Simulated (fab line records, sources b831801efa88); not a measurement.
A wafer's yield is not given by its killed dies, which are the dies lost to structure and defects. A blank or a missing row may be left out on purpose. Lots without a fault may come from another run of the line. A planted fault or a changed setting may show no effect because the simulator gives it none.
A struck lot beside a sound one || flow sky130 || 17 steps out of a route of 708
Sound: wafers L721.2, L721.4, L721.6. Struck: wafer L731.2 (L731.4, L731.5, from the same lot, were not struck and are left out); the cause is given at the end.
Per side, at each step with rows, come the tool, then ch with its chambers, and then its first start. Under that, the readings that differ: sound wafers || struck wafers || difference of the means || sigmas: that difference in standard deviations of wafers without a fault.
alike: words and numbers the same on both sides, and readings whose means are apart by under 2 such deviations; not compared: readings that were withheld, readings missing a value for some wafer, numbers with overlapping values and no deviation given by the record, and bounds like >300 which may hide the same value.
The two part at a step that has a row with sigmas, a row that says differs or no value, or rows on one side only. Numbers that don't overlap but have no deviation are shown without sigmas and don't part them. Lack of a reading on every wafer of one side parts them only where that side has two or more wafers.

first, 1 step without rows for these wafers: SKY_LDD_N_IMPLANT_15.
SKY_LDD_N_STRIP_16: strips in O2/N2.
  sound on plasma_asher-03 ch 0,1, day 18 20:48; struck on plasma_asher-03 ch 0, day 22 16:28
  alike: drypump_motor_current_A, o2_flow_sccm, oes_product_au, strip_time_to_endpoint_s
  not compared: rf_hours_counter_h
SKY_LDD_N_TW_MEAS_17:
  sound on film_metro-02, day 18 20:55; struck on film_metro-04, day 22 16:34
  alike: LDD_N_TW
then, 7 steps without rows for these wafers: SKY_LDD_P_DEHYDRATE_00 (time 60 s); SKY_LDD_P_HMDS_01 (prime time 60 s); SKY_LDD_P_COAT_02 (resist thk 1140 nm); SKY_LDD_P_SOFTBAKE_03 (time 60 s); SKY_LDD_P_EXPOSE_04 (exposes mask PSDM, target cd 380 nm); SKY_LDD_P_PEB_05; SKY_LDD_P_DEVELOP_06 (develop time 60 s).
SKY_LDD_P_CD_MEAS_07 targets a cd of 380 nm.
  sound on cd_sem-01, day 20 04:21; struck on cd_sem-01, day 23 23:09
  alike: cd_nm
SKY_LDD_P_OVL_MEAS_08:
  sound on overlay-02, day 20 04:28; struck on overlay-01, day 23 23:16
  alike: LDD_P_OVL
SKY_LDD_P_IMPLANT_09:
  sound on implanter-03 ch 0, day 20 04:31; struck on implanter-03 ch 0, day 23 23:19
{"reading": "beam_on_s (s)", "sound": "9.80 10.06 9.71", "struck": 8.26, "difference": -1.60, "sigmas": -8}
{"reading": "faraday_current_uA", "sound": "57.4 56.5 57.5", "struck": 68.6, "difference": "+11.5", "sigmas": "+10"}
  alike: dose_ions_cm2
SKY_LDD_P_STRIP_10: strips in O2/N2.
  sound on plasma_asher-01 ch 0, day 20 04:38; struck on plasma_asher-04 ch 0, day 23 23:26
{"reading": "drypump_motor_current_A (A)", "sound": "6.6 6.6 6.6", "struck": 5.0, "difference": -1.6, "sigmas": -3}
{"reading": "o2_flow_sccm (sccm)", "sound": "3015 3004 3018", "struck": 2983, "difference": -29, "sigmas": -3}
{"reading": "oes_product_au (a.u.)", "sound": "0.718 0.714 0.719", "struck": 0.708, "difference": -0.009, "sigmas": -2}
{"reading": "strip_time_to_endpoint_s (s)", "sound": "14.13 14.09 14.15", "struck": 14.23, "difference": "+0.11", "sigmas": "+3"}
  not compared: rf_hours_counter_h
SKY_LDD_P_TW_MEAS_11:
  sound on film_metro-03, day 20 04:45; struck on film_metro-01, day 23 23:33
{"reading": "LDD_P_TW", "sound": "640.3 645.9 641.2", "struck": 604.8, "difference": -37.7, "sigmas": -14}
then, 1 step without rows for these wafers: SKY_LDD_HVN_DEHYDRATE_00 (time 60 s).
-- the record jumps here: 25 days lie between the struck wafers' starts before and after (it left off in module LDD_HVN and takes up again in module PAD_OPEN, whose first step shown is number 708 of the route) --
SKY_PAD_OPEN_PROBE_99:
  sound on prober-01, day 46 15:05; struck on prober-01, day 48 23:46
{"reading": "model.etest.tip_p.rs_ohm_sq", "sound": "6849 6863 6856", "struck": 8289, "difference": "+1433", "sigmas": ""}
  alike: killed_at_M0_to_M3, killed_at_M4_up, killed_at_contacts, killed_at_front_end, killed_at_other, killed_dies, killed_open, killed_short

WHERE THEY PART
Earliest at SKY_LDD_P_IMPLANT_09; latest, in this record, at SKY_LDD_P_TW_MEAS_11. Later steps at which nothing parts them and some readings are alike: SKY_PAD_OPEN_PROBE_99.

WHY: what the simulator had put in
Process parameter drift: implanter-03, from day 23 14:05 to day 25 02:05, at SKY_LDD_P_IMPLANT_09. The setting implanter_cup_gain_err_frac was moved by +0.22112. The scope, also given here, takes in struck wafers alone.
